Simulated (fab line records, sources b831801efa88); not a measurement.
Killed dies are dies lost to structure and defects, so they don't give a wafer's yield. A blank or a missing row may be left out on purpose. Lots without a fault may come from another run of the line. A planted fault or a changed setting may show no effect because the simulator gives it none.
Which tool did it? | flow gf180mcu | 11 lots, 33 wafers sampled, at 6 steps of a route of 602

WHAT THE GAUGES READ, wafer by wafer
GF_SAB_OVL_MEAS_10. Usual: SAB_OVL -0.4 nm, standard deviation 1.5.
lot  | measured     | on         | SAB_OVL (nm)   | flag
L165 | day 15 02:34 | overlay-01 | -0.8 -1.5 -1.4 |
L169 | day 16 22:05 | overlay-01 | 2.3 1.7 1.8    |
L170 | day 17 04:40 | overlay-02 | 0.9 0.8 0.2    |
L171 | day 17 18:08 | overlay-01 | 1.4 0.4 -0.2   |
L173 | day 18 10:26 | overlay-02 | -0.6 -1.6 0.6  |
L175 | day 19 00:31 | overlay-02 | 1.5 0.9 2.2    |
L184 | day 22 06:08 | overlay-01 | 0.1 -1.1 -0.7  |
L185 | day 22 11:32 | overlay-02 | -3.6 -3.5 -4.8 |
L186 | day 22 21:28 | overlay-02 | -1.6 -0.4 0.3  |
L187 | day 23 04:11 | overlay-02 | -0.1 1.4 2.1   |
L188 | day 23 13:41 | overlay-02 | -3.2 -2.5 -2.9 |

GF_CONTACT_BOW_MEAS_05. Usual: CONTACT_BOW 65 um, standard deviation 6.4.
lot  | measured     | on            | CONTACT_BOW (um) | flag
L165 | day 15 04:05 | film_metro-03 | 66 58 68         |
L169 | day 16 23:33 | film_metro-04 | 65 63 58         |
L170 | day 17 06:07 | film_metro-02 | 64 68 67         |
L171 | day 17 19:36 | film_metro-03 | 71 65 76         |
L173 | day 18 11:53 | film_metro-03 | 67 66 71         |
L175 | day 19 01:58 | film_metro-02 | 59 75 67         |
L184 | day 22 07:37 | film_metro-02 | 69 67 60         |
L185 | day 22 13:00 | film_metro-03 | 66 70 59         |
L186 | day 22 22:56 | film_metro-02 | 79 57 58         |
L187 | day 23 05:38 | film_metro-04 | 64 61 70         |
L188 | day 23 15:07 | film_metro-03 | 61 70 60         |

GF_CONTACT_RS_MEAS_25: measures by four-point-probe. Usual: CONTACT_W_RS 0.385 ohm/sq, standard deviation 0.0049.
lot  | measured     | on            | CONTACT_W_RS (ohm/sq) | flag
L165 | day 16 02:45 | film_metro-04 | 0.388 0.383 0.389     |
L169 | day 17 23:58 | film_metro-03 | 0.390 0.389 0.388     |
L170 | day 18 06:42 | film_metro-03 | 0.388 0.393 0.386     |
L171 | day 18 20:56 | film_metro-04 | 0.387 0.392 0.382     |
L173 | day 19 13:05 | film_metro-03 | 0.384 0.383 0.587     | OFF
L175 | day 20 03:41 | film_metro-02 | 0.575 0.381 0.586     | OFF
L184 | day 23 07:32 | film_metro-02 | 0.385 0.387 0.378     |
L185 | day 23 12:28 | film_metro-03 | 0.374 0.388 0.373     |
L186 | day 23 22:30 | film_metro-02 | 0.385 0.378 0.386     |
L187 | day 24 05:10 | film_metro-04 | 0.394 0.392 0.391     |
L188 | day 24 14:25 | film_metro-03 | 0.382 0.393 0.390     |

GF_CONTACT_THK_MEAS_26: measures by xrf. Usual: CONTACT_W_THK 291 nm, standard deviation 3.7.
lot  | measured     | on            | CONTACT_W_THK (nm) | flag
L165 | day 16 02:52 | film_metro-04 | 288 293 289        |
L169 | day 18 00:05 | film_metro-03 | 288 289 288        |
L170 | day 18 06:49 | film_metro-03 | 289 286 290        |
L171 | day 18 21:03 | film_metro-04 | 290 287 294        |
L173 | day 19 13:12 | film_metro-03 | 290 289 193        | OFF
L175 | day 20 03:48 | film_metro-02 | 195 290 191        | OFF
L184 | day 23 07:39 | film_metro-02 | 291 289 295        |
L185 | day 23 12:34 | film_metro-03 | 301 291 301        |
L186 | day 23 22:36 | film_metro-02 | 291 297 291        |
L187 | day 24 05:17 | film_metro-04 | 282 285 285        |
L188 | day 24 14:32 | film_metro-03 | 293 287 288        |

WHICH TOOL RAN EACH LOT (tool, then ch and the chambers of the sampled wafers, then the start)
lot  | GF_CONTACT_STRIP_18                  | GF_CONTACT_CVD_24
L165 | plasma_asher-03 ch 0,1, day 16 02:14 | cvd_w-02 ch 0,1, day 16 02:38
L169 | plasma_asher-03 ch 0,1, day 17 23:25 | cvd_w-01 ch 0, day 17 23:51
L170 | plasma_asher-01 ch 0,1, day 18 06:10 | cvd_w-01 ch 0,1, day 18 06:36
L171 | plasma_asher-01 ch 0,1, day 18 20:25 | cvd_w-02 ch 0,1, day 18 20:49
L173 | plasma_asher-04 ch 0,1, day 19 12:34 | cvd_w-02 ch 0,1, day 19 12:58
L175 | plasma_asher-03 ch 0,1, day 20 03:10 | cvd_w-02 ch 0,1, day 20 03:35
L184 | plasma_asher-04 ch 0,1, day 23 07:02 | cvd_w-02 ch 0,1, day 23 07:26
L185 | plasma_asher-04 ch 0,1, day 23 11:57 | cvd_w-02 ch 0,1, day 23 12:21
L186 | plasma_asher-04 ch 0,1, day 23 21:59 | cvd_w-02 ch 0,1, day 23 22:23
L187 | plasma_asher-01 ch 0,1, day 24 04:40 | cvd_w-01 ch 0, day 24 05:04
L188 | plasma_asher-03 ch 0,1, day 24 13:55 | cvd_w-01 ch 0,1, day 24 14:19
- GF_CONTACT_STRIP_18: strips in O2/N2.
- GF_CONTACT_CVD_24: deposits W, target thk 300 nm, time 90.339 s.

WHAT THE TOOLS THEMSELVES READ (means of the sampled wafers that have a number; where no wafer has one, the mark that the record gives instead)
GF_CONTACT_STRIP_18. Usual: drypump_motor_current_A 5.7 A, standard deviation 0.51; heater_power_w 312 W, standard deviation 30; o2_flow_sccm 3001 sccm, standard deviation 8.5; oes_product_au 0.579 a.u., standard deviation 0.0051.
lot  | tool            | drypump_motor_current_A (A) | heater_power_w (W) | o2_flow_sccm (sccm) | oes_product_au (a.u.) | flag
L165 | plasma_asher-03 | 5.9                         | 283                | 2991                | 0.582                 |
L169 | plasma_asher-03 | 6.0                         | 302                | 2993                | 0.581                 |
L170 | plasma_asher-01 | 5.2                         | 321                | 3010                | 0.579                 |
L171 | plasma_asher-01 | 5.2                         | 320                | 3004                | 0.584                 |
L173 | plasma_asher-04 | 6.1                         | 343                | 3004                | 0.581                 |
L175 | plasma_asher-03 | 5.9                         | 286                | 3001                | 0.575                 |
L184 | plasma_asher-04 | 6.1                         | 343                | 3006                | 0.578                 |
L185 | plasma_asher-04 | 6.1                         | 345                | 3004                | 0.579                 |
L186 | plasma_asher-04 | 5.6                         | 323                | 2998                | 0.577                 |
L187 | plasma_asher-01 | 5.2                         | 317                | 2998                | 0.577                 |
L188 | plasma_asher-03 | 5.9                         | 297                | 3000                | 0.578                 |

GF_CONTACT_CVD_24. Usual: heater_power_w 875 W, standard deviation 95; susceptor_temp_C 399.97 C, standard deviation 0.22.
lot  | tool     | heater_power_w (W) | susceptor_temp_C (C) | flag
L165 | cvd_w-02 | 923                | 399.91               |
L169 | cvd_w-01 | 924                | 399.90               |
L170 | cvd_w-01 | 782                | 399.76               |
L171 | cvd_w-02 | 903                | 399.75               |
L173 | cvd_w-02 | 890                | 392.73               | OFF
L175 | cvd_w-02 | 820                | 385.22               | OFF
L184 | cvd_w-02 | 902                | 400.02               |
L185 | cvd_w-02 | 936                | 399.98               |
L186 | cvd_w-02 | 898                | 400.27               |
L187 | cvd_w-01 | 940                | 400.02               |
L188 | cvd_w-01 | 869                | 400.04               |

THE ANSWER, worked out from the rows above alone
Rule: a lot is off if the mean of its wafers that have a number lies more than 3 standard deviations from the usual mean. A lot without any number at a reading at which 4 lots or more have one is off too. The other lots that the step has rows for count as sound. The gauges are gone through in route order, then the tools' own readings, and for those a lot's mean is taken as printed above. The first step at which some lot is off is used, and at that step the reading that is off furthest; a lot without a number counts as furthest.
Off: L173, L175, at GF_CONTACT_RS_MEAS_25 (CONTACT_W_RS).
A tool fits if, at a process step before that reading, it ran every lot that is off, and no sound lot after the first of them. The gauges at GF_CONTACT_RS_MEAS_25 aren't tried: what is off there is off at GF_CONTACT_CVD_24 too, on other tools, and a gauge's error can't cause that. None of those tried fits.

WHAT THE SIMULATOR HAD PUT IN
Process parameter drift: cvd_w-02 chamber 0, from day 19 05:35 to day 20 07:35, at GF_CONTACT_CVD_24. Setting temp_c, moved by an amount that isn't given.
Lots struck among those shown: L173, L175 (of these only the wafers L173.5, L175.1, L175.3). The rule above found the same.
